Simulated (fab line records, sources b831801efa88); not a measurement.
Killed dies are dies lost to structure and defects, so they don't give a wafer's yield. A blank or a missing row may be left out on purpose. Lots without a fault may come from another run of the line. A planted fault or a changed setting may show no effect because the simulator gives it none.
fab line records | flow sky130
record lots=5 wafers=15 last_day=50
route steps=708 shown SONOS_ONO@176 GATE_OXIDE@187
lots that met no fault: from a run of the same line without faults
start_h: hours from the record's first day to the start of the lot's first wafer shown | wait_h: hours since the lot's step before | " the same as in the row above | L1.1+2: a row that stands for several wafers | - no value, or no start given | * or withheld: withheld | < > ~ a bound
route shown NAME@n: a module of which the file shows steps, and the number in the route of the first | usual: mean/standard deviation of fault-free wafers | same: alike in all rows | chamber/n: place in a boat | sites: the reading at each site | _std_site: their standard deviation | _edge_site: outer sites' mean less inner sites' | radius_mm: how far each site lies from the wafer's centre | mask NAME#n: copy n | behind: the tool/chamber that last shaped the wafer | hold: why the lot was held/for how many hours/how that ended | device: the transistor (n, p or np) that didn't switch | end of line: the same wafers' tests at the end of the route | a step without rows: its recipe alone | killed: dies lost to structure and defects at the first sort, not the wafer's yield | map: a wafer's dies, x killed, . not, _ none there
set.NAME: the setting as run; set.NAME@STEP: as run at that earlier step | model.NAME: the simulator's own value behind a step, which no gauge read
lots at some steps of the route; a table a step, a row a wafer
services: from which hour (start_h, from the record's first day; less than 0 if before it) a tool's chamber was out of use, for how many hours, and why
## steps
# step SKY_SONOS_ONO_COAT_08
# recipe resist=NOVOLAK spin_rpm=3000 resist_thk_nm=1140
# usual exhaust_pa=45.1/0.9
# columns lot.wafer tool chamber start_h wait_h exhaust_pa
L074.2 litho_track-01 0 269.64 0.1 45.4
L074.5 " 0 " " 45.0
L074.6 " 0 " " 45.9
L080.1 litho_track-01 0 313.52 0.1 46.5
L080.4 " 0 " " 44.6
L080.5 " 0 " " 44.9
L094.1 litho_track-01 0 426.87 0.1 45.0
L094.2 " 0 " " 45.1
L094.4 " 0 " " 44.4
L095.1 litho_track-04 0 434.96 0.1 45.4
L095.3 " 0 " " 43.9
L095.6 " 0 " " 45.6
L097.2 litho_track-02 0 460.29 0.1 46.9
L097.3 " 0 " " 46.4
L097.4 " 0 " " 46.1
# step SKY_SONOS_ONO_SOFTBAKE_09
# recipe temp_c=90 time_s=60 resist=NOVOLAK
# usual exhaust_pa=45.1/0.85
# columns lot.wafer tool chamber start_h wait_h exhaust_pa
L074.2 litho_track-01 0 269.79 0.1 44.5
L074.5 " 0 " " 44.2
L074.6 " 0 " " 45.6
L080.1 litho_track-01 0 313.67 0.1 45.8
L080.4 " 0 " " 45.9
L080.5 " 0 " " 44.7
L094.1 litho_track-01 0 427.02 0.1 44.8
L094.2 " 0 " " 47.0
L094.4 " 0 " " 45.4
L095.1 litho_track-04 0 435.11 0.1 45.6
L095.3 " 0 " " 44.8
L095.6 " 0 " " 46.0
L097.2 litho_track-02 0 460.44 0.1 44.8
L097.3 " 0 " " 44.2
L097.4 " 0 " " 44.1
# step SKY_SONOS_ONO_EXPOSE_10
# recipe mask_id=ONOM target_cd_nm=410 na=0.6 source_shape=conventional sigma_outer=0.6 dose_mj=150
# usual focus_offset_nm=0.0/0.58
# columns lot.wafer tool chamber start_h wait_h mask focus_offset_nm
L074.2 iline_stepper-02 0 - - ONOM#0 0.1
L074.5 " 0 " " ONOM#0 -0.3
L074.6 " 0 " " ONOM#0 -0.5
L080.1 iline_stepper-02 0 - - ONOM#0 -0.2
L080.4 " 0 " " ONOM#0 -0.3
L080.5 " 0 " " ONOM#0 -0.5
L094.1 iline_stepper-02 0 - - ONOM#0 -0.5
L094.2 " 0 " " ONOM#0 -0.1
L094.4 " 0 " " ONOM#0 -0.5
L095.1 iline_stepper-01 0 - - ONOM#0 -0.2
L095.3 " 0 " " ONOM#0 0.2
L095.6 " 0 " " ONOM#0 0.9
L097.2 iline_stepper-02 0 - - ONOM#0 0.9
L097.3 " 0 " " ONOM#0 0.2
L097.4 " 0 " " ONOM#0 0.2
# step SKY_SONOS_ONO_PEB_11
# recipe temp_c=withheld time_s=* resist=NOVOLAK
# usual exhaust_pa=45.0/0.92
# columns lot.wafer tool chamber start_h wait_h exhaust_pa
L074.2 litho_track-04 0 - - 45.5
L074.5 " 0 " " 44.6
L074.6 " 0 " " 44.2
L080.1 litho_track-04 0 - - 44.4
L080.4 " 0 " " 45.2
L080.5 " 0 " " 44.5
L094.1 litho_track-04 0 - - 45.0
L094.2 " 0 " " 44.1
L094.4 " 0 " " 44.7
L095.1 litho_track-01 0 - - 44.5
L095.3 " 0 " " 45.4
L095.6 " 0 " " 45.5
L097.2 litho_track-04 0 - - 44.1
L097.3 " 0 " " 44.6
L097.4 " 0 " " 45.2
# step SKY_SONOS_ONO_DEVELOP_12
# recipe develop_time_s=60 dev_temp_c=23
# usual exhaust_pa=44.8/0.98
# columns lot.wafer tool chamber start_h wait_h exhaust_pa
L074.2 litho_track-04 0 281.43 0.1 42.2
L074.5 " 0 " " 43.0
L074.6 " 0 " " 41.9
L080.1 litho_track-04 0 326.71 0.1 44.3
L080.4 " 0 " " 45.8
L080.5 " 0 " " 44.7
L094.1 litho_track-04 0 442.11 0.1 44.8
L094.2 " 0 " " 45.0
L094.4 " 0 " " 44.9
L095.1 litho_track-01 0 450.52 0.1 44.9
L095.3 " 0 " " 44.1
L095.6 " 0 " " 43.3
L097.2 litho_track-04 0 475.28 0.1 45.6
L097.3 " 0 " " 46.1
L097.4 " 0 " " 46.4
# step SKY_SONOS_ONO_CD_MEAS_13
# recipe target_cd_nm=410
# usual cd_nm=409.9/2.7
# columns lot.wafer tool chamber start_h wait_h cd_nm
L074.2 cd_sem-01 - 281.58 0.1 415.9
L074.5 " - " " 412.7
L074.6 " - " " 412.1
L080.1 cd_sem-01 - 326.86 0.1 412.7
L080.4 " - " " 417.3
L080.5 " - " " 417.5
L094.1 cd_sem-02 - 442.26 0.1 408.0
L094.2 " - " " 406.4
L094.4 " - " " 405.5
L095.1 cd_sem-01 - 450.67 0.1 410.0
L095.3 " - " " 408.1
L095.6 " - " " 407.8
L097.2 cd_sem-01 - 475.43 0.1 409.9
L097.3 " - " " 410.4
L097.4 " - " " 409.6
# step SKY_SONOS_ONO_OVL_MEAS_14
# usual SONOS_ONO_OVL=0.7/1.3
# columns lot.wafer tool chamber start_h wait_h SONOS_ONO_OVL[nm]
L074.2 overlay-01 - 281.69 0.1 0.1
L074.5 " - " " -0.1
L074.6 " - " " 0.0
L080.1 overlay-02 - 326.98 0.1 -0.6
L080.4 " - " " 0.4
L080.5 " - " " -0.7
L094.1 overlay-01 - 442.38 0.1 1.6
L094.2 " - " " 0.6
L094.4 " - " " 0.3
L095.1 overlay-01 - 450.79 0.1 -2.1
L095.3 " - " " 1.9
L095.6 " - " " 0.1
L097.2 overlay-02 - 475.53 0.1 0.6
L097.3 " - " " 0.9
L097.4 " - " " 1.3
# step SKY_SONOS_ONO_ETCH_15
# recipe target_depth_nm=19.52 chemistry=CHF3/O2 source_w=600 bias_w=200 pressure_mtorr=40 chf3_flow_sccm=50 O2_flow_sccm=5 time_s=7.8
# usual drypump_motor_current_A=5.6/0.45 oes_product_au=1.000/0.015 throttle_valve_pct=8.825/0.0097
# columns lot.wafer tool chamber start_h wait_h drypump_motor_current_A oes_product_au rf_hours_counter_h throttle_valve_pct
L074.2 rie_diel-01 2 281.72 0.0 6.2 0.995 7 8.814
L074.5 " 0 " " 5.4 0.979 - 8.826
L074.6 " 2 " " 6.2 0.997 - 8.813
L080.1 rie_diel-04 0 327.02 0.0 6.0 0.992 85 8.819
L080.4 " 2 " " 5.2 0.990 25 8.829
L080.5 " 2 " " 5.2 1.001 - 8.834
L094.1 rie_diel-04 3 442.41 0.0 6.1 0.984 10 8.835
L094.2 " 0 " " 6.0 0.994 87 8.820
L094.4 " 2 " " 5.2 1.008 27 8.830
L095.1 rie_diel-04 1 450.82 0.0 5.8 1.016 78 8.832
L095.3 " 0 " " 6.0 0.996 87 8.819
L095.6 " 1 " " 5.7 1.022 - 8.824
L097.2 rie_diel-01 1 475.56 0.0 5.3 0.997 5 8.822
L097.3 " 3 " " 4.9 1.022 3 8.836
L097.4 " 2 " " 6.2 1.012 10 8.819
# step SKY_SONOS_ONO_WET_ETCH_16
# recipe chemistry=dHF target_depth_nm=14 dry=n2_spin target=SiO2 dilution=100:1 temp_c=25 time_s=280
# columns lot.wafer tool chamber start_h wait_h
L074.2+5+6 wet_bench-04 1 281.74 0.0
L080.1+4+5 wet_bench-03 2 327.04 0.0
L094.1+2+4 wet_bench-01 3 442.44 0.0
L095.1+3+6 wet_bench-04 2 450.84 0.0
L097.2+3+4 wet_bench-03 2 475.59 0.0
# step SKY_SONOS_ONO_STRIP_17
# recipe chemistry=O2/N2 power_w=1400 pressure_mtorr=1500 platen_temp_c=withheld o2_flow_sccm=3000 n2_flow_sccm=300 overash_fraction=0.5
# usual drypump_motor_current_A=5.7/0.4 n2_flow_sccm=299.9/0.92 oes_product_au=0.710/0.0047 strip_time_to_endpoint_s=14.12/0.045
# columns lot.wafer tool chamber start_h wait_h drypump_motor_current_A n2_flow_sccm oes_product_au rf_hours_counter_h strip_time_to_endpoint_s
L074.2 plasma_asher-04 0 281.82 0.0 6.0 299.2 0.703 53 14.12
L074.5 " 1 " " 5.4 299.8 0.711 - 14.13
L074.6 " 0 " " 6.0 300.5 0.703 - 14.09
L080.1 plasma_asher-04 1 327.13 0.0 5.4 298.8 0.706 57 14.11
L080.4 " 1 " " 5.5 300.5 0.701 - 14.11
L080.5 " 0 " " 6.1 302.8 0.710 - 14.13
L094.1 plasma_asher-01 0 442.54 0.0 5.9 298.9 0.712 31 14.19
L094.2 " 1 " " 5.2 301.1 0.709 31 14.13
L094.4 " 0 " " 5.9 300.6 0.705 - 14.17
L095.1 plasma_asher-04 1 450.93 0.0 5.4 299.8 0.710 70 14.18
L095.3 " 0 " " 6.0 298.7 0.708 - 14.15
L095.6 " 0 " " 6.1 298.3 0.705 - 14.14
L097.2 plasma_asher-01 0 475.67 0.0 5.9 300.3 0.716 35 14.15
L097.3 " 0 " " 5.9 301.1 0.716 - 14.17
L097.4 " 1 " " 5.2 299.5 0.706 - 14.16
# step SKY_SONOS_ONO_WET_ETCH_18
# recipe chemistry=H3PO4 target_depth_nm=15 target=Si3N4 temp_c=160 time_s=172
# columns lot.wafer tool chamber start_h wait_h
L074.2+5+6 wet_bench-04 2 281.92 0.1
L080.1+4+5 wet_bench-01 3 327.23 0.1
L094.1+2+4 wet_bench-04 2 442.64 0.1
L095.1+3+6 wet_bench-01 1 451.04 0.1
L097.2+3+4 wet_bench-01 3 475.77 0.1
# step SKY_GATE_OXIDE_CLEAN_00
# recipe chemistry=SC1/SC2 mix=1:4:20 temp_c=70 time_s=150 dry=n2_spin
# columns lot.wafer tool chamber start_h wait_h
L074.2+5+6 wet_bench-04 3 281.98 0.0
L080.1+4+5 wet_bench-03 1 327.29 0.0
L094.1+2+4 wet_bench-01 0 442.69 0.0
L095.1+3+6 wet_bench-01 2 451.10 0.0
L097.2+3+4 wet_bench-04 3 475.83 0.0
# step SKY_GATE_OXIDE_OXIDATION_01
# recipe temp_c=900 ambient=O2 stabilise_s=600 purge_s=300 target_thk_a=102.68 ox_time_s=1473
# same stabilise_s=600
# columns lot.wafer tool chamber start_h wait_h
L074.2+5+6 furnace-02 0 282.70 0.7
L080.1+4+5 furnace-02 0 328.10 0.8
L094.1+2+4 furnace-01 0 442.77 0.0
L095.1+3+6 furnace-01 0 451.15 0.0
L097.2+3+4 furnace-02 0 475.88 0.0
# step SKY_GATE_OXIDE_THK_MEAS_02
# recipe reads=SiO2_of_GATE_OXIDE_OXIDATION_01
# usual GATE_OXIDE_OXIDATION_00_THK=10.38/0.2
# columns lot.wafer tool chamber start_h wait_h GATE_OXIDE_OXIDATION_00_THK[nm]
L074.2 film_metro-04 - 284.12 0.0 10.68
L074.5 " - " " 10.72
L074.6 " - " " 10.81
L080.1 film_metro-01 - 329.51 0.0 10.22
L080.4 " - " " 10.24
L080.5 " - " " 10.39
L094.1 film_metro-03 - 444.18 0.0 10.32
L094.2 " - " " 10.09
L094.4 " - " " 10.16
L095.1 film_metro-04 - 452.56 0.0 10.50
L095.3 " - " " 10.50
L095.6 " - " " 10.50
L097.2 film_metro-04 - 477.30 0.0 10.19
L097.3 " - " " 10.12
L097.4 " - " " 10.13
# step SKY_GATE_OXIDE_DEHYDRATE_03
# recipe temp_c=200 time_s=60
# usual exhaust_pa=44.8/0.9
# columns lot.wafer tool chamber start_h wait_h exhaust_pa
L074.2 litho_track-03 0 296.02 11.9 46.3
L074.5 " 0 " " 45.6
L074.6 " 0 " " 45.5
L080.1 litho_track-01 0 341.87 12.3 46.2
L080.4 " 0 " " 46.2
L080.5 " 0 " " 45.9
L094.1 litho_track-01 0 459.12 14.9 45.9
L094.2 " 0 " " 44.8
L094.4 " 0 " " 43.4
L095.1 litho_track-01 0 467.22 14.6 44.7
L095.3 " 0 " " 43.9
L095.6 " 0 " " 44.2
L097.2 litho_track-01 0 492.69 15.4 44.7
L097.3 " 0 " " 44.8
L097.4 " 0 " " 46.4
# step SKY_GATE_OXIDE_HMDS_04
# recipe prime_time_s=60 prime_temp_c=120
# usual exhaust_pa=45.0/0.92
# columns lot.wafer tool chamber start_h wait_h exhaust_pa
L074.2 litho_track-03 0 296.17 0.1 44.0
L074.5 " 0 " " 43.3
L074.6 " 0 " " 44.2
L080.1 litho_track-01 0 342.02 0.1 44.5
L080.4 " 0 " " 45.3
L080.5 " 0 " " 44.8
L094.1 litho_track-01 0 459.27 0.1 43.3
L094.2 " 0 " " 43.6
L094.4 " 0 " " 43.6
L095.1 litho_track-01 0 467.37 0.1 45.7
L095.3 " 0 " " 45.6
L095.6 " 0 " " 45.8
L097.2 litho_track-01 0 492.84 0.1 46.1
L097.3 " 0 " " 45.9
L097.4 " 0 " " 45.8
# step SKY_GATE_OXIDE_COAT_05
# recipe resist=NOVOLAK spin_rpm=3000 resist_thk_nm=1140
# usual exhaust_pa=45.3/0.87
# columns lot.wafer tool chamber start_h wait_h exhaust_pa
L074.2 litho_track-03 0 296.32 0.1 46.0
L074.5 " 0 " " 45.2
L074.6 " 0 " " 46.5
L080.1 litho_track-01 0 342.17 0.1 43.7
L080.4 " 0 " " 44.8
L080.5 " 0 " " 45.4
L094.1 litho_track-01 0 459.42 0.1 43.7
L094.2 " 0 " " 45.4
L094.4 " 0 " " 43.7
L095.1 litho_track-01 0 467.52 0.1 45.5
L095.3 " 0 " " 46.1
L095.6 " 0 " " 45.4
L097.2 litho_track-01 0 492.99 0.1 45.0
L097.3 " 0 " " 46.1
L097.4 " 0 " " 45.4
# step SKY_GATE_OXIDE_SOFTBAKE_06
# recipe temp_c=90 time_s=60 resist=NOVOLAK
# usual exhaust_pa=45.0/0.83
# columns lot.wafer tool chamber start_h wait_h exhaust_pa
L074.2 litho_track-03 0 296.47 0.1 44.7
L074.5 " 0 " " 44.4
L074.6 " 0 " " 44.7
L080.1 litho_track-01 0 342.32 0.1 46.6
L080.4 " 0 " " 46.7
L080.5 " 0 " " 46.2
L094.1 litho_track-01 0 459.57 0.1 43.3
L094.2 " 0 " " 44.0
L094.4 " 0 " " 44.4
L095.1 litho_track-01 0 467.67 0.1 43.7
L095.3 " 0 " " 44.3
L095.6 " 0 " " 44.5
L097.2 litho_track-01 0 493.14 0.1 45.6
L097.3 " 0 " " 44.7
L097.4 " 0 " " 45.2
# step SKY_GATE_OXIDE_EXPOSE_07
# recipe mask_id=LVOM na=0.6 source_shape=conventional sigma_outer=0.6 polarization=unpolarized target_cd_nm=600 dose_mj=170
# usual focus_offset_nm=0.1/0.67
# columns lot.wafer tool chamber start_h wait_h mask focus_offset_nm
L074.2 iline_stepper-02 0 - - LVOM#0 -0.3
L074.5 " 0 " " LVOM#0 0.0
L074.6 " 0 " " LVOM#0 0.5
L080.1 iline_stepper-02 0 - - LVOM#0 -1.1
L080.4 " 0 " " LVOM#0 -0.8
L080.5 " 0 " " LVOM#0 -0.3
L094.1 iline_stepper-01 0 - - LVOM#0 0.1
L094.2 " 0 " " LVOM#0 0.4
L094.4 " 0 " " LVOM#0 0.1
L095.1 iline_stepper-02 0 - - LVOM#0 -0.4
L095.3 " 0 " " LVOM#0 -0.5
L095.6 " 0 " " LVOM#0 0.0
L097.2 iline_stepper-01 0 - - LVOM#0 0.3
L097.3 " 0 " " LVOM#0 0.1
L097.4 " 0 " " LVOM#0 -0.6
# step SKY_GATE_OXIDE_PEB_08
# recipe temp_c=withheld time_s=* resist=NOVOLAK
# usual exhaust_pa=45.2/0.92
# columns lot.wafer tool chamber start_h wait_h exhaust_pa
L074.2 litho_track-03 0 - - 45.5
L074.5 " 0 " " 44.3
L074.6 " 0 " " 45.3
L080.1 litho_track-03 0 - - 46.1
L080.4 " 0 " " 44.6
L080.5 " 0 " " 45.8
L094.1 litho_track-02 0 - - 45.1
L094.2 " 0 " " 43.1
L094.4 " 0 " " 44.3
L095.1 litho_track-03 0 - - 45.8
L095.3 " 0 " " 46.1
L095.6 " 0 " " 45.0
L097.2 litho_track-03 0 - - 46.0
L097.3 " 0 " " 46.2
L097.4 " 0 " " 46.4
# step SKY_GATE_OXIDE_DEVELOP_09
# recipe resist=NOVOLAK developer=TMAH develop_time_s=60 dev_temp_c=23
# usual exhaust_pa=45.0/0.91
# columns lot.wafer tool chamber start_h wait_h exhaust_pa
L074.2 litho_track-03 0 309.87 0.1 45.0
L074.5 " 0 " " 44.9
L074.6 " 0 " " 45.9
L080.1 litho_track-03 0 356.54 0.1 45.4
L080.4 " 0 " " 45.3
L080.5 " 0 " " 44.7
L094.1 litho_track-02 0 474.31 0.1 44.7
L094.2 " 0 " " 43.4
L094.4 " 0 " " 45.4
L095.1 litho_track-03 0 482.79 0.1 44.3
L095.3 " 0 " " 45.4
L095.6 " 0 " " 45.4
L097.2 litho_track-03 0 508.22 0.1 44.4
L097.3 " 0 " " 45.3
L097.4 " 0 " " 44.6
# step SKY_GATE_OXIDE_OVL_MEAS_10
# usual GATE_OXIDE_OVL=-0.3/1.6
# columns lot.wafer tool chamber start_h wait_h GATE_OXIDE_OVL[nm]
L074.2 overlay-01 - 310.00 0.1 0.4
L074.5 " - " " 0.6
L074.6 " - " " 0.9
L080.1 overlay-01 - 356.69 0.1 0.9
L080.4 " - " " -0.2
L080.5 " - " " 0.0
L094.1 overlay-01 - 474.46 0.1 -0.1
L094.2 " - " " -1.4
L094.4 " - " " 0.4
L095.1 overlay-02 - 482.94 0.1 2.1
L095.3 " - " " -0.4
L095.6 " - " " -0.4
L097.2 overlay-01 - 508.35 0.1 -2.2
L097.3 " - " " -1.0
L097.4 " - " " -1.2
## services
# columns tool chamber start_h hours kind
rie_diel-01 1 255.86 8.8 repair
rie_diel-01 3 260.59 3.3 repair
rie_diel-01 3 264.70 - clean
furnace-02 - 270.51 3.1 pm
furnace-01 - 312.81 2.8 pm
iline_stepper-02 - 321.31 1.7 pm
iline_stepper-02 0 330.19 - calibration
rie_diel-01 - 339.86 2.5 repair
rie_diel-01 0 354.23 13.8 repair
plasma_asher-04 - 357.79 2.8 pm
iline_stepper-01 - 388.35 1.7 pm
iline_stepper-01 0 401.46 - calibration
rie_diel-04 2 403.14 5.7 repair
furnace-02 - 434.05 3.5 pm
rie_diel-01 3 443.56 5.4 repair
rie_diel-01 2 444.97 6.0 repair
wet_bench-04 - 455.09 6.5 repair
rie_diel-04 2 457.73 14.1 repair
rie_diel-04 0 468.29 5.0 repair
rie_diel-04 0 477.08 2.4 repair
furnace-01 - 480.56 3.5 pm
furnace-01 - 484.05 13.1 pm
rie_diel-04 - 486.76 0.9 repair
rie_diel-01 3 492.91 6.6 repair
## key
fault none
